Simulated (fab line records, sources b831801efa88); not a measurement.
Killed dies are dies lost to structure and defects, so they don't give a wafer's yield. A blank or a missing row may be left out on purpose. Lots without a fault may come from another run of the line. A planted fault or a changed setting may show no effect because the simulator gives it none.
A struck lot beside a sound one | flow sky130 | 15 steps out of a route of 708
Sound: wafers L153.1, L153.3, L153.6. Struck: wafers L163.1, L163.4, L163.5. The cause comes at the end.
At each step with rows: each side's tool, then ch and its chambers, then its first start. Under that, the readings that differ: sound wafers | struck wafers | difference of the means | sigmas: that difference in standard deviations of wafers without a fault.
alike: readings whose means differ by less than 2 such deviations, and words and numbers that are the same on both sides. not compared: withheld readings, readings that some wafer has no value for, bounds like >300 that may hide the same value, and numbers for which the record gives no deviation and whose values overlap.
The two part at a step that has a row with sigmas, a row that says differs or no value, or rows on one side only. Numbers that don't overlap but have no deviation are shown without sigmas and don't part them. A reading that every wafer of one side lacks parts them only if that side has two wafers or more.

first, 2 steps without rows for these wafers: SKY_POLY_GATE_CLEAN_19 (cleans in SC1/SC2, time 150 s); SKY_POLY_GATE_OXIDATION_20 (stabilise 600 s, purge 300 s, target thk 4 nm).
SKY_POLY_GATE_THK_MEAS_21:
  sound on film_metro-03, day 18 03:20; struck on film_metro-04, day 21 11:47
  alike: POLY_GATE_OXIDATION_THK
SKY_POLY_GATE_CD_MEAS_22:
  sound on cd_sem-01, day 18 03:24; struck on cd_sem-01, day 21 11:51
  alike: cd_nm
then, 7 steps without rows for these wafers: SKY_LDD_N_DEHYDRATE_00 (time 60 s); SKY_LDD_N_HMDS_01 (prime time 60 s); SKY_LDD_N_COAT_02 (resist thk 300 nm); SKY_LDD_N_SOFTBAKE_03 (time 60 s); SKY_LDD_N_EXPOSE_04 (exposes mask NTM, target cd 840 nm); SKY_LDD_N_PEB_05; SKY_LDD_N_DEVELOP_06 (develop time 60 s).
SKY_LDD_N_OVL_MEAS_07:
  sound on overlay-01, day 19 10:00; struck on overlay-01, day 22 18:46
  alike: LDD_N_OVL
SKY_LDD_N_IMPLANT_08:
  sound on implanter-02 ch 0, day 19 10:02; struck on implanter-03 ch 0, day 22 18:48
  reading            | sound             | struck         | difference | sigmas
  beam_on_s (s)      | 10.22 10.26 10.07 | 8.67 8.64 8.85 | -1.46      | -7
  faraday_current_uA | 415 411 422       | 486 489 478    | +68        | +8
then, 1 step without rows for these wafers: SKY_LDD_N_IMPLANT_09.
-- the record jumps here: 26 days lie between the struck wafers' starts before and after (it left off in module LDD_N and takes up again in module PAD_OPEN, whose first step shown is number 708 of the route) --
SKY_PAD_OPEN_PROBE_99:
  the record has rows for the struck wafers here (prober-01, day 49 02:20) and none for the sound ones

WHERE THEY PART
First at SKY_LDD_N_IMPLANT_08; last, within this record, at SKY_PAD_OPEN_PROBE_99.

WHY: what the simulator had put in
Process parameter drift: implanter-03, from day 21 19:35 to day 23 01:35, at SKY_LDD_N_IMPLANT_08. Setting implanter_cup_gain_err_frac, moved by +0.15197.
